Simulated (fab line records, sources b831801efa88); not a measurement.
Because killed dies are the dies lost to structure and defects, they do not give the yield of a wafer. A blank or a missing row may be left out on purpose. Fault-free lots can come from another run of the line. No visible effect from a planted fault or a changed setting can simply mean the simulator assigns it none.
fab line records ; flow sky130
[record] lots = 14; wafers = 42; last-day = 50
route steps=708 shown VT_ADJUST_PCH@150 SONOS_ONO@185 RES_PROTECT@208 POLY_GATE@227 PAD_OPEN@708
lots untouched by any fault: they come from a run of this same line in which no faults occurred
start-h: hours from the record's opening day to when the first of the lot's shown wafers began ; wait-h: hours from the lot's prior step to this one ; " unchanged from the row above ; L1.1+2: a row that stands for several wafers ; - no value, or no start was given ; * or withheld: withheld ; < > ~ a bound
route shown NAME@n: names a module that has steps shown in the file, with the first one's number in the route ; usual: the fault-free wafers' mean and standard deviation ; same: alike in all rows ; chamber/n: place in a boat ; sites: the reading at each site ; _std_site: the values' standard deviation ; _edge_site: the outer-site mean with the inner-site mean subtracted ; radius-mm: how far each site lies from the wafer's centre ; mask NAME#n: copy n ; behind: the most recent tool/chamber to have shaped the wafer ; hold: why the lot went on hold/how many hours it stayed there/how the hold came to an end ; device: the n, p or np transistor that did not switch ; end of line: the same wafers' tests at the end of the route ; for a step that has no rows: nothing shown but its recipe ; killed: dies that structure and defects cost at the first sort, which is not the same as the wafer's yield ; map: shows each die of a wafer: x if killed, . if not, _ if none is there
set.NAME: the setting that was run; set.NAME@STEP: the one run at that earlier step ; model.NAME: the simulator's own value behind a step, which no gauge read
steps of the route over a sample of lots; a table a step, a row a wafer
services: the hour from which a tool's chamber was out of use, counted from the record's first day as start-h (under 0 if before that day), plus the number of hours and why
[[steps]]
[step SKY_VT_ADJUST_PCH_OVL_MEAS_07]
[usual] VT_ADJUST_PCH_OVL = 0.2/1.1
lot.wafer;tool;chamber;start-h;wait-h;VT_ADJUST_PCH_OVL[nm]
L713.4;overlay-01;-;244.22;-;1.2
L713.5;overlay-01;-;244.22;-;0.7
L713.6;overlay-01;-;244.22;-;1.2
L712.1;overlay-01;-;246.52;-;-0.4
L712.3;overlay-01;-;246.52;-;0.2
L712.4;overlay-01;-;246.52;-;-0.3
L714.4;overlay-01;-;250.79;-;1.4
L714.5;overlay-01;-;250.79;-;-0.6
L714.6;overlay-01;-;250.79;-;-0.3
L715.2;overlay-01;-;263.56;-;1.3
L715.4;overlay-01;-;263.56;-;0.3
L715.5;overlay-01;-;263.56;-;-0.5
L717.1;overlay-02;-;269.05;-;1.0
L717.2;overlay-02;-;269.05;-;0.3
L717.4;overlay-02;-;269.05;-;0.7
L718.1;overlay-01;-;280.77;-;-0.7
L718.2;overlay-01;-;280.77;-;-0.2
L718.4;overlay-01;-;280.77;-;0.7
L721.2;overlay-01;-;302.80;-;0.6
L721.4;overlay-01;-;302.80;-;-0.4
L721.5;overlay-01;-;302.80;-;0.7
L726.2;overlay-01;-;332.37;-;0.8
L726.3;overlay-01;-;332.37;-;-0.3
L726.4;overlay-01;-;332.37;-;1.7
L727.1;overlay-01;-;352.77;-;2.1
L727.2;overlay-01;-;352.77;-;1.8
L727.5;overlay-01;-;352.77;-;1.5
L728.1;overlay-01;-;358.60;-;1.1
L728.4;overlay-01;-;358.60;-;0.7
L728.5;overlay-01;-;358.60;-;0.1
L729.1;overlay-02;-;359.67;-;1.2
L729.2;overlay-02;-;359.67;-;1.4
L729.5;overlay-02;-;359.67;-;0.6
L732.1;overlay-01;-;387.15;-;-2.3
L732.4;overlay-01;-;387.15;-;-0.3
L732.6;overlay-01;-;387.15;-;-1.4
L733.1;overlay-01;-;396.62;-;0.4
L733.3;overlay-01;-;396.62;-;2.4
L733.6;overlay-01;-;396.62;-;1.8
L734.2;overlay-02;-;405.56;-;0.3
L734.4;overlay-02;-;405.56;-;2.0
L734.6;overlay-02;-;405.56;-;0.2
[step SKY_SONOS_ONO_STRIP_17]
[recipe] chemistry = O2/N2; power-w = 1400; pressure-mtorr = 1500; platen-temp-c = withheld; o2-flow-sccm = 3000; n2-flow-sccm = 300; overash-fraction = 0.5
[usual] drypump-motor-current-A = 5.84/0.29; oes-product-au = 0.710/0.0044; strip-time-to-endpoint-s = 14.10/0.038
lot.wafer;tool;chamber;start-h;wait-h;drypump-motor-current-A;oes-product-au;rf-hours-counter-h;strip-time-to-endpoint-s
L713.4;plasma-asher-01;0;302.58;0.0;5.95;0.715;-;14.07
L713.5;plasma-asher-01;1;302.58;0.0;6.30;0.707;-;14.06
L713.6;plasma-asher-01;0;302.58;0.0;5.95;0.708;-;14.03
L712.1;plasma-asher-02;1;303.17;0.0;5.82;0.714;64;14.10
L712.3;plasma-asher-02;0;303.17;0.0;5.63;0.710;-;14.12
L712.4;plasma-asher-02;1;303.17;0.0;5.83;0.711;-;14.11
L714.4;plasma-asher-01;1;305.72;0.0;6.30;0.713;-;14.07
L714.5;plasma-asher-01;1;305.72;0.0;6.27;0.710;-;14.10
L714.6;plasma-asher-01;0;305.72;0.0;5.96;0.710;-;14.12
L715.2;plasma-asher-03;0;350.70;0.0;5.68;0.704;50;14.19
L715.4;plasma-asher-03;1;350.70;0.0;5.41;0.708;-;14.15
L715.5;plasma-asher-03;1;350.70;0.0;5.43;0.705;-;14.11
L717.1;plasma-asher-01;0;351.78;0.0;5.97;0.707;23;14.15
L717.2;plasma-asher-01;1;351.78;0.0;6.29;0.712;23;14.14
L717.4;plasma-asher-01;0;351.78;0.0;6.00;0.703;-;14.12
L718.1;plasma-asher-02;1;353.94;0.0;5.81;0.706;69;14.16
L718.2;plasma-asher-02;0;353.94;0.0;5.62;0.711;69;14.15
L718.4;plasma-asher-02;0;353.94;0.0;5.62;0.716;-;14.15
L721.2;plasma-asher-03;1;357.73;0.0;5.42;0.718;52;14.13
L721.4;plasma-asher-03;1;357.73;0.0;5.42;0.717;-;14.12
L721.5;plasma-asher-03;1;357.73;0.0;5.44;0.715;-;14.13
L726.2;plasma-asher-03;1;399.07;0.0;5.43;0.702;56;14.13
L726.3;plasma-asher-03;1;399.07;0.0;5.42;0.699;-;14.08
L726.4;plasma-asher-03;0;399.07;0.0;5.68;0.713;-;14.03
L727.1;plasma-asher-02;0;416.48;0.0;5.65;0.709;75;14.03
L727.2;plasma-asher-02;1;416.48;0.0;5.78;0.705;75;14.05
L727.5;plasma-asher-02;0;416.48;0.0;5.64;0.715;-;14.10
L728.1;plasma-asher-01;0;422.93;0.0;5.97;0.712;31;14.10
L728.4;plasma-asher-01;1;422.93;0.0;6.29;0.708;-;14.07
L728.5;plasma-asher-01;0;422.93;0.0;5.98;0.706;-;14.09
L729.1;plasma-asher-03;0;423.23;0.0;5.68;0.711;58;14.05
L729.2;plasma-asher-03;1;423.23;0.0;5.42;0.708;58;14.08
L729.5;plasma-asher-03;0;423.23;0.0;5.63;0.708;-;14.10
L732.1;plasma-asher-02;1;459.73;0.0;5.79;0.709;79;14.08
L732.4;plasma-asher-02;0;459.73;0.0;5.61;0.708;-;14.08
L732.6;plasma-asher-02;1;459.73;0.0;5.82;0.707;-;14.10
L733.1;plasma-asher-01;1;466.93;0.0;6.30;0.713;35;14.14
L733.3;plasma-asher-01;0;466.93;0.0;5.97;0.712;-;14.18
L733.6;plasma-asher-01;1;466.93;0.0;6.28;0.706;-;14.10
L734.2;plasma-asher-03;1;471.12;0.0;5.40;0.708;63;14.17
L734.4;plasma-asher-03;0;471.12;0.0;5.64;0.712;-;14.12
L734.6;plasma-asher-03;1;471.12;0.0;5.42;0.708;-;14.18
[step SKY_RES_PROTECT_COAT_02]
[recipe] resist = NOVOLAK; spin-rpm = 3000; resist-thk-nm = 1140
[usual] chill-plate-temp-C = 23.01/0.11; dispense-pressure-kPa = 50/3.7
lot.wafer;tool;chamber;start-h;wait-h;chill-plate-temp-C;dispense-pressure-kPa
L712.1;litho-track-03;0;346.62;0.1;22.90;48
L712.3;litho-track-03;0;346.62;0.1;22.92;48
L712.4;litho-track-03;0;346.62;0.1;23.01;48
L713.4;litho-track-01;0;348.40;0.1;22.81;55
L713.5;litho-track-01;0;348.40;0.1;22.89;55
L713.6;litho-track-01;0;348.40;0.1;22.92;55
L714.4;litho-track-01;0;349.90;0.1;23.07;55
L714.5;litho-track-01;0;349.90;0.1;23.12;55
L714.6;litho-track-01;0;349.90;0.1;23.07;55
L715.2;litho-track-03;0;395.99;0.1;23.02;48
L715.4;litho-track-03;0;395.99;0.1;23.02;48
L715.5;litho-track-03;0;395.99;0.1;23.04;48
L717.1;litho-track-03;0;399.32;0.1;23.19;48
L717.2;litho-track-03;0;399.32;0.1;23.11;48
L717.4;litho-track-03;0;399.32;0.1;23.01;48
L718.1;litho-track-04;0;403.30;0.1;23.01;47
L718.2;litho-track-04;0;403.30;0.1;22.91;47
L718.4;litho-track-04;0;403.30;0.1;23.04;47
L721.2;litho-track-03;0;412.99;0.1;23.00;48
L721.4;litho-track-03;0;412.99;0.1;22.86;48
L721.5;litho-track-03;0;412.99;0.1;22.98;48
L726.2;litho-track-04;0;453.73;0.1;23.03;47
L726.3;litho-track-04;0;453.73;0.1;22.95;47
L726.4;litho-track-04;0;453.73;0.1;22.82;47
L727.1;litho-track-01;0;470.27;0.1;22.97;55
L727.2;litho-track-01;0;470.27;0.1;23.08;55
L727.5;litho-track-01;0;470.27;0.1;22.97;55
L728.1;litho-track-04;-;473.70;0.1;-;-
L728.4;litho-track-04;-;473.70;0.1;-;-
L728.5;litho-track-04;-;473.70;0.1;-;-
L729.1;litho-track-04;-;474.95;0.1;-;-
L729.2;litho-track-04;-;474.95;0.1;-;-
L729.5;litho-track-04;-;474.95;0.1;-;-
L732.1;litho-track-04;0;510.70;0.1;22.99;47
L732.4;litho-track-04;0;510.70;0.1;22.97;47
L732.6;litho-track-04;0;510.70;0.1;23.06;47
L733.1;litho-track-01;0;516.17;0.1;23.10;55
L733.3;litho-track-01;0;516.17;0.1;23.26;55
L733.6;litho-track-01;0;516.17;0.1;23.20;55
L734.2;litho-track-03;0;522.14;0.1;23.04;48
L734.4;litho-track-03;0;522.14;0.1;22.92;48
L734.6;litho-track-03;0;522.14;0.1;23.10;48
[step SKY_POLY_GATE_CD_MEAS_13]
[recipe] target-cd-nm = 150
[usual] cd-nm = 150.0/1.5
lot.wafer;tool;chamber;start-h;wait-h;cd-nm
L712.1;cd-sem-01;-;391.72;-;151.6
L712.3;cd-sem-01;-;391.72;-;150.9
L712.4;cd-sem-01;-;391.72;-;151.1
L713.4;cd-sem-02;-;393.08;-;146.7
L713.5;cd-sem-02;-;393.08;-;147.0
L713.6;cd-sem-02;-;393.08;-;148.1
L714.4;cd-sem-01;-;394.98;-;153.1
L714.5;cd-sem-01;-;394.98;-;154.0
L714.6;cd-sem-01;-;394.98;-;154.0
L715.2;cd-sem-02;-;445.69;-;151.7
L715.4;cd-sem-02;-;445.69;-;152.2
L715.5;cd-sem-02;-;445.69;-;150.6
L717.1;cd-sem-01;-;446.46;-;149.8
L717.2;cd-sem-01;-;446.46;-;149.1
L717.4;cd-sem-01;-;446.46;-;149.7
L718.1;cd-sem-02;-;453.82;-;149.1
L718.2;cd-sem-02;-;453.82;-;149.3
L718.4;cd-sem-02;-;453.82;-;147.9
L721.2;cd-sem-02;-;463.39;-;150.2
L721.4;cd-sem-02;-;463.39;-;150.8
L721.5;cd-sem-02;-;463.39;-;150.6
L726.2;cd-sem-02;-;502.08;-;149.4
L726.3;cd-sem-02;-;502.08;-;149.0
L726.4;cd-sem-02;-;502.08;-;148.3
L727.1;cd-sem-02;-;516.62;-;149.3
L727.2;cd-sem-02;-;516.62;-;149.3
L727.5;cd-sem-02;-;516.62;-;148.7
L728.1;cd-sem-02;-;521.57;-;150.8
L728.4;cd-sem-02;-;521.57;-;149.5
L728.5;cd-sem-02;-;521.57;-;149.9
L729.1;cd-sem-01;-;524.57;-;148.6
L729.2;cd-sem-01;-;524.57;-;149.5
L729.5;cd-sem-01;-;524.57;-;151.1
L732.1;cd-sem-02;-;558.32;-;149.2
L732.4;cd-sem-02;-;558.32;-;149.6
L732.6;cd-sem-02;-;558.32;-;150.4
L733.1;cd-sem-02;-;565.82;-;149.5
L733.3;cd-sem-02;-;565.82;-;149.4
L733.6;cd-sem-02;-;565.82;-;150.3
L734.2;cd-sem-02;-;569.68;-;150.8
L734.4;cd-sem-02;-;569.68;-;149.8
L734.6;cd-sem-02;-;569.68;-;151.4
[step SKY_PAD_OPEN_PROBE_99]
[usual] killed_at_M0_to_M3 = 43/7.5; killed_at_M4_up = 3.0/1.6; killed-at-contacts = 23/5.8; killed-at-front-end = 14/4.8; killed-at-other = 0.3/0.52; killed-dies = 84/9.1; killed-open = 47/7.2; killed-short = 37/5.8
[same] gross-dies = 492; killed-at-back-side = 0
lot.wafer;tool;chamber;start-h;wait-h;killed_at_M0_to_M3;killed_at_M4_up;killed-at-contacts;killed-at-front-end;killed-at-other;killed-dies;killed-open;killed-short
L712.1;prober-01;-;1096.01;0.1;38;4;26;7;2;77;46;31
L712.3;prober-01;-;1096.11;0.2;47;3;23;12;0;85;45;40
L712.4;prober-01;-;1096.16;0.2;39;1;22;13;0;75;46;29
L714.4;prober-02;-;1097.12;0.2;53;5;18;11;0;87;48;39
L714.5;prober-02;-;1097.17;0.2;48;3;27;12;0;90;57;33
L714.6;prober-02;-;1097.22;0.2;58;4;21;12;0;95;52;43
L713.4;prober-01;-;1097.66;0.2;43;3;24;15;0;85;51;34
L713.5;prober-01;-;1097.71;0.2;41;1;30;21;0;93;54;39
L713.6;prober-01;-;1097.76;0.2;36;2;28;13;0;79;36;43
L715.2;prober-02;-;1134.52;0.1;38;3;22;7;0;70;37;33
L715.4;prober-02;-;1134.62;0.2;35;2;26;3;0;66;35;31
L715.5;prober-02;-;1134.67;0.2;42;3;20;14;0;79;50;29
L718.1;prober-02;-;1136.12;0.1;40;6;20;16;1;83;49;34
L718.2;prober-02;-;1136.17;0.1;36;2;18;18;0;74;41;33
L718.4;prober-02;-;1136.27;0.2;28;3;22;12;0;65;39;26
L717.1;prober-01;-;1137.47;0.1;34;4;23;18;1;80;41;39
L717.2;prober-01;-;1137.52;0.1;27;4;22;19;0;72;42;30
L717.4;prober-01;-;1137.62;0.2;47;3;16;29;0;95;51;44
L721.2;prober-01;-;1140.14;0.1;36;5;25;21;1;88;52;36
L721.4;prober-01;-;1140.24;0.2;45;3;29;19;1;97;56;41
L721.5;prober-01;-;1140.29;0.2;29;5;30;29;1;94;58;36
L726.2;prober-01;-;1160.55;0.1;48;3;21;11;0;83;35;48
L726.3;prober-01;-;1160.60;0.2;51;4;15;7;0;77;48;29
L726.4;prober-01;-;1160.65;0.2;30;3;26;13;0;72;41;31
L727.1;prober-02;-;1171.58;0.1;46;2;24;6;0;78;49;29
L727.2;prober-02;-;1171.63;0.1;42;2;21;22;0;87;45;42
L727.5;prober-02;-;1171.78;0.2;47;5;13;23;1;89;47;42
L728.1;prober-01;-;1174.59;0.1;52;2;19;14;0;87;52;35
L728.4;prober-01;-;1174.74;0.2;54;4;32;13;0;103;65;38
L728.5;prober-01;-;1174.79;0.2;38;3;26;14;0;81;51;30
L729.1;prober-02;-;1177.39;0.1;37;4;21;15;1;78;49;29
L729.2;prober-02;-;1177.44;0.1;42;1;24;10;1;78;50;28
L729.5;prober-02;-;1177.59;0.2;43;2;21;14;2;82;44;38
L732.1;prober-01;-;1194.51;0.1;42;1;8;16;0;67;23;44
L732.4;prober-01;-;1194.66;0.2;50;2;19;12;1;84;48;36
L732.6;prober-01;-;1194.76;0.2;51;2;16;14;0;83;51;32
L733.1;prober-02;-;1198.13;0.1;55;1;16;8;1;81;47;34
L733.3;prober-02;-;1198.23;0.2;49;4;15;15;0;83;50;33
L733.6;prober-02;-;1198.38;0.2;52;3;29;18;0;102;58;44
L734.2;prober-01;-;1199.54;0.1;51;1;33;18;0;103;57;46
L734.4;prober-01;-;1199.64;0.2;48;0;23;15;1;87;50;37
L734.6;prober-01;-;1199.74;0.2;39;4;33;27;0;103;67;36
// killed by level:class
L712.1 CONTACT:geometric-particle:open=13 VIA3:geometric-particle:open=9 VIA1:geometric-particle:open=8 CONTACT:geometric-particle:short=5 VIA3:geometric-particle:short=5 LI_CONTACT:geometric-particle:open=4 LI_CONTACT:geometric-particle:short=3 METAL2:geometric-particle:short=3
L712.3 VIA3:geometric-particle:open=10 CONTACT:geometric-particle:open=8 METAL1:geometric-particle:short=7 LI_CONTACT:geometric-particle:open=6 VIA1:geometric-particle:open=6 VIA2:geometric-particle:open=6 VIA1:geometric-particle:short=5 CONTACT:geometric-particle:short=4
L712.4 LI_CONTACT:geometric-particle:open=10 CONTACT:geometric-particle:open=9 VIA1:geometric-particle:short=7 VIA1:geometric-particle:open=6 VIA3:geometric-particle:open=5 VIA2:geometric-particle:open=5 POLY_CUT:geometric-particle:open=4 METAL2:geometric-particle:short=4
L714.4 VIA1:geometric-particle:open=13 METAL1:geometric-particle:short=9 VIA2:geometric-particle:open=8 VIA3:geometric-particle:open=8 CONTACT:geometric-particle:open=8 METAL2:geometric-particle:short=5 VIA1:geometric-particle:short=4 METAL4:geometric-particle:short=4
L714.5 CONTACT:geometric-particle:open=13 VIA2:geometric-particle:open=11 VIA3:geometric-particle:open=8 VIA1:geometric-particle:open=8 LI_CONTACT:geometric-particle:open=7 METAL2:geometric-particle:short=5 METAL1:geometric-particle:short=4 METAL3:geometric-particle:short=4
L714.6 VIA1:geometric-particle:open=14 VIA3:geometric-particle:open=9 VIA1:geometric-particle:short=8 FIELD_ISO:geometric-particle:open=6 CONTACT:geometric-particle:open=6 VIA2:geometric-particle:short=6 VIA2:geometric-particle:open=6 LI_CONTACT:geometric-particle:open=5
L713.4 VIA1:geometric-particle:open=11 VIA2:geometric-particle:open=11 CONTACT:geometric-particle:open=10 CONTACT:geometric-particle:short=5 LI_CONTACT:geometric-particle:open=4 POLY_GATE:geometric-particle:open=3 VIA1:geometric-particle:short=3 SPACER:geometric-particle:short=3
L713.5 CONTACT:geometric-particle:open=15 VIA1:geometric-particle:open=15 VIA1:geometric-particle:short=8 VIA2:geometric-particle:open=5 POLY_GATE:geometric-particle:short=5 LOCAL_INTERCONNECT:geometric-particle:short=5 FIELD_ISO:geometric-particle:open=4 FIELD_ISO:geometric-particle:short=4
L713.6 VIA1:geometric-particle:open=12 CONTACT:geometric-particle:short=9 LOCAL_INTERCONNECT:geometric-particle:short=6 CONTACT:geometric-particle:open=6 VIA3:geometric-particle:open=5 LI_CONTACT:geometric-particle:open=4 VIA1:geometric-particle:short=4 VIA3:geometric-particle:short=4
L715.2 VIA1:geometric-particle:open=10 METAL1:geometric-particle:short=7 LI_CONTACT:geometric-particle:open=6 LOCAL_INTERCONNECT:geometric-particle:short=6 METAL2:geometric-particle:short=5 VIA3:geometric-particle:open=5 CONTACT:geometric-particle:open=4 CONTACT:geometric-particle:short=3
L715.4 VIA3:geometric-particle:open=8 LOCAL_INTERCONNECT:geometric-particle:short=7 CONTACT:geometric-particle:open=7 VIA2:geometric-particle:open=6 METAL2:geometric-particle:short=6 CONTACT:geometric-particle:short=5 LI_CONTACT:geometric-particle:open=5 METAL1:geometric-particle:short=5
L715.5 VIA2:geometric-particle:open=10 LI_CONTACT:geometric-particle:open=9 VIA1:geometric-particle:open=8 CONTACT:geometric-particle:open=7 VIA3:geometric-particle:open=6 METAL1:geometric-particle:short=5 VIA3:geometric-particle:short=4 POLY_GATE:geometric-particle:open=3
L718.1 VIA1:geometric-particle:open=9 POLY_GATE:geometric-particle:open=7 LI_CONTACT:geometric-particle:open=7 CONTACT:geometric-particle:open=7 VIA3:geometric-particle:open=7 METAL2:geometric-particle:short=5 METAL1:geometric-particle:short=4 CONTACT:geometric-particle:short=4
L718.2 VIA1:geometric-particle:open=11 VIA2:geometric-particle:open=9 LI_CONTACT:geometric-particle:open=5 LOCAL_INTERCONNECT:geometric-particle:short=5 VIA3:geometric-particle:open=5 FIELD_ISO:geometric-particle:open=4 FIELD_ISO:geometric-particle:short=3 SPACER:geometric-particle:short=3
L718.4 LI_CONTACT:geometric-particle:open=9 VIA1:geometric-particle:open=8 CONTACT:geometric-particle:open=7 VIA3:geometric-particle:open=6 FIELD_ISO:geometric-particle:short=5 METAL2:geometric-particle:short=3 METAL1:geometric-particle:short=3 CONTACT:geometric-particle:short=3
L717.1 CONTACT:geometric-particle:open=11 VIA3:geometric-particle:open=7 CONTACT:geometric-particle:short=6 VIA1:geometric-particle:open=5 FIELD_ISO:geometric-particle:short=4 POLY_GATE:geometric-particle:open=4 METAL2:geometric-particle:short=4 VIA2:geometric-particle:open=4
L717.2 POLY_GATE:geometric-particle:short=10 CONTACT:geometric-particle:open=10 LI_CONTACT:geometric-particle:open=7 VIA1:geometric-particle:open=7 VIA3:geometric-particle:open=4 METAL2:geometric-particle:short=4 FIELD_ISO:geometric-particle:short=3 FIELD_ISO:geometric-particle:open=2
L717.4 VIA1:geometric-particle:open=15 VIA1:geometric-particle:short=8 METAL1:geometric-particle:short=8 FIELD_ISO:geometric-particle:open=7 VIA3:geometric-particle:open=7 FIELD_ISO:geometric-particle:short=6 POLY_GATE:geometric-particle:short=6 CONTACT:geometric-particle:open=6
L721.2 LI_CONTACT:geometric-particle:open=11 VIA2:geometric-particle:open=8 VIA1:geometric-particle:open=6 VIA3:geometric-particle:open=6 FIELD_ISO:geometric-particle:open=5 POLY_GATE:geometric-particle:open=5 METAL1:geometric-particle:short=5 FIELD_ISO:geometric-particle:short=4
L721.4 CONTACT:geometric-particle:open=11 LI_CONTACT:geometric-particle:open=9 METAL2:geometric-particle:short=9 VIA2:geometric-particle:open=9 FIELD_ISO:geometric-particle:open=8 METAL1:geometric-particle:short=8 VIA1:geometric-particle:open=6 POLY_GATE:geometric-particle:short=3
L721.5 LI_CONTACT:geometric-particle:open=11 POLY_GATE:geometric-particle:open=8 VIA1:geometric-particle:open=8 CONTACT:geometric-particle:open=7 FIELD_ISO:geometric-particle:open=6 CONTACT:geometric-particle:short=6 VIA3:geometric-particle:open=5 POLY_GATE:geometric-particle:short=4
L726.2 METAL1:geometric-particle:short=9 VIA1:geometric-particle:open=9 CONTACT:geometric-particle:short=7 VIA1:geometric-particle:short=7 LOCAL_INTERCONNECT:geometric-particle:short=6 CONTACT:geometric-particle:open=6 METAL2:geometric-particle:short=6 VIA3:geometric-particle:open=4
L726.3 VIA1:geometric-particle:open=16 VIA2:geometric-particle:open=7 LI_CONTACT:geometric-particle:open=7 VIA3:geometric-particle:open=7 METAL2:geometric-particle:short=6 CONTACT:geometric-particle:open=5 VIA1:geometric-particle:short=5 FIELD_ISO:geometric-particle:short=4
L726.4 CONTACT:geometric-particle:open=10 LI_CONTACT:geometric-particle:open=9 VIA1:geometric-particle:open=7 METAL2:geometric-particle:short=7 FIELD_ISO:geometric-particle:open=6 METAL1:geometric-particle:short=4 METAL4:geometric-particle:short=3 LI_CONTACT:geometric-particle:short=3
L727.1 VIA1:geometric-particle:open=16 CONTACT:geometric-particle:open=10 VIA1:geometric-particle:short=7 METAL2:geometric-particle:short=7 LI_CONTACT:geometric-particle:open=6 VIA3:geometric-particle:open=5 VIA2:geometric-particle:open=4 LOCAL_INTERCONNECT:geometric-particle:short=3
L727.2 VIA2:geometric-particle:open=8 FIELD_ISO:geometric-particle:open=7 VIA1:geometric-particle:open=7 VIA3:geometric-particle:open=7 LI_CONTACT:geometric-particle:open=6 POLY_GATE:geometric-particle:short=5 METAL1:geometric-particle:short=5 VIA1:geometric-particle:short=5
L727.5 FIELD_ISO:geometric-particle:open=9 VIA1:geometric-particle:short=8 VIA1:geometric-particle:open=7 VIA2:geometric-particle:open=7 FIELD_ISO:geometric-particle:short=6 METAL1:geometric-particle:short=5 CONTACT:geometric-particle:open=5 VIA2:geometric-particle:short=5
L728.1 VIA1:geometric-particle:open=16 CONTACT:geometric-particle:open=8 VIA2:geometric-particle:open=8 VIA3:geometric-particle:open=7 CONTACT:geometric-particle:short=6 VIA1:geometric-particle:short=6 METAL2:geometric-particle:short=5 FIELD_ISO:geometric-particle:open=3
L728.4 CONTACT:geometric-particle:open=14 LI_CONTACT:geometric-particle:open=10 VIA1:geometric-particle:open=10 VIA2:geometric-particle:open=9 VIA3:geometric-particle:open=7 CONTACT:geometric-particle:short=5 METAL1:geometric-particle:short=5 METAL2:geometric-particle:short=5
L728.5 CONTACT:geometric-particle:open=13 VIA3:geometric-particle:open=9 VIA2:geometric-particle:open=7 LI_CONTACT:geometric-particle:open=7 VIA1:geometric-particle:open=5 FIELD_ISO:geometric-particle:open=4 METAL1:geometric-particle:short=4 CONTACT:geometric-particle:short=4
L729.1 VIA1:geometric-particle:open=11 CONTACT:geometric-particle:open=7 LI_CONTACT:geometric-particle:open=6 VIA2:geometric-particle:open=6 FIELD_ISO:geometric-particle:open=5 VIA2:geometric-particle:short=5 POLY_GATE:geometric-particle:short=4 CONTACT:geometric-particle:short=4
L729.2 VIA1:geometric-particle:open=14 LI_CONTACT:geometric-particle:open=9 CONTACT:geometric-particle:open=9 METAL1:geometric-particle:short=7 VIA2:geometric-particle:open=5 FIELD_ISO:geometric-particle:open=3 CONTACT:geometric-particle:short=3 METAL2:geometric-particle:short=3
L729.5 VIA1:geometric-particle:open=12 METAL2:geometric-particle:short=8 LI_CONTACT:geometric-particle:open=7 VIA1:geometric-particle:short=6 VIA2:geometric-particle:open=6 LOCAL_INTERCONNECT:geometric-particle:short=5 CONTACT:geometric-particle:open=5 VIA3:geometric-particle:open=5
L732.1 VIA1:geometric-particle:open=8 METAL1:geometric-particle:short=7 METAL2:geometric-particle:short=7 POLY_GATE:geometric-particle:short=5 FIELD_ISO:geometric-particle:short=4 VIA1:geometric-particle:short=4 VIA2:geometric-particle:short=4 LI_CONTACT:geometric-particle:short=3
L732.4 VIA1:geometric-particle:open=11 VIA2:geometric-particle:open=9 VIA3:geometric-particle:open=9 CONTACT:geometric-particle:open=8 METAL1:geometric-particle:short=8 METAL2:geometric-particle:short=5 LI_CONTACT:geometric-particle:short=4 POLY_GATE:geometric-particle:short=3
L732.6 VIA1:geometric-particle:open=12 VIA2:geometric-particle:open=11 CONTACT:geometric-particle:open=9 VIA3:geometric-particle:open=7 METAL1:geometric-particle:short=6 FIELD_ISO:geometric-particle:open=5 METAL2:geometric-particle:short=4 FIELD_ISO:geometric-particle:short=3
L733.1 VIA1:geometric-particle:open=15 VIA3:geometric-particle:open=8 METAL1:geometric-particle:short=8 METAL2:geometric-particle:short=7 LI_CONTACT:geometric-particle:open=6 CONTACT:geometric-particle:open=6 METAL2:geometric-particle:open=4 METAL3:geometric-particle:short=4
L733.3 VIA1:geometric-particle:open=14 VIA2:geometric-particle:open=11 POLY_GATE:geometric-particle:open=5 VIA3:geometric-particle:open=5 LI_CONTACT:geometric-particle:short=5 METAL1:geometric-particle:short=4 FIELD_ISO:geometric-particle:open=3 LI_CONTACT:geometric-particle:open=3
L733.6 VIA1:geometric-particle:open=15 LI_CONTACT:geometric-particle:open=9 CONTACT:geometric-particle:open=9 VIA3:geometric-particle:open=9 METAL2:geometric-particle:short=7 VIA2:geometric-particle:short=6 FIELD_ISO:geometric-particle:short=5 POLY_GATE:geometric-particle:short=5
L734.2 CONTACT:geometric-particle:open=17 VIA1:geometric-particle:open=13 VIA1:geometric-particle:short=8 LI_CONTACT:geometric-particle:open=7 METAL2:geometric-particle:short=7 FIELD_ISO:geometric-particle:short=6 CONTACT:geometric-particle:short=6 VIA2:geometric-particle:open=6
L734.4 VIA1:geometric-particle:open=10 CONTACT:geometric-particle:open=9 VIA3:geometric-particle:open=8 FIELD_ISO:geometric-particle:open=6 METAL1:geometric-particle:short=6 CONTACT:geometric-particle:short=6 METAL2:geometric-particle:short=6 LI_CONTACT:geometric-particle:open=5
L734.6 VIA1:geometric-particle:open=14 CONTACT:geometric-particle:open=13 FIELD_ISO:geometric-particle:open=9 LI_CONTACT:geometric-particle:open=9 CONTACT:geometric-particle:short=7 POLY_GATE:geometric-particle:short=5 POLY_GATE:geometric-particle:open=5 METAL2:geometric-particle:short=5
[[services]]
tool;chamber;start-h;hours;kind
plasma-asher-02;-;307.86;1.8;repair
plasma-asher-01;-;360.87;1.6;repair
plasma-asher-01;-;480.93;4.5;repair
plasma-asher-01;-;488.27;3.8;repair
plasma-asher-03;-;490.70;1.2;repair
plasma-asher-01;-;509.06;10.3;pm
[[key]]
[first-sign] step = SKY_RES_PROTECT_COAT_02; reading = tool-record; direction = missing
effect none on later readings
met-at SKY_RES_PROTECT_COAT_02
struck-lots L728,L729
tester-left-out L728,L729
not-acting-at SKY_VT_ADJUST_PCH_OVL_MEAS_07,SKY_SONOS_ONO_STRIP_17,SKY_POLY_GATE_CD_MEAS_13
onset-between 453.73 473.70
[fault] kind = skipped-step-whole; tool = litho-track-04; chamber = -; onset-h = 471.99; steps = SKY_RES_PROTECT_COAT_02; scope = struck-lots-only
// tester-left-out: of these lots the tester's yield and bins aren't shown, on N5 and GAA mostly nor the transistor test; their killed dies are dies lost to structure and defects alone, not to doping, threshold or leakage, so they don't give the yield
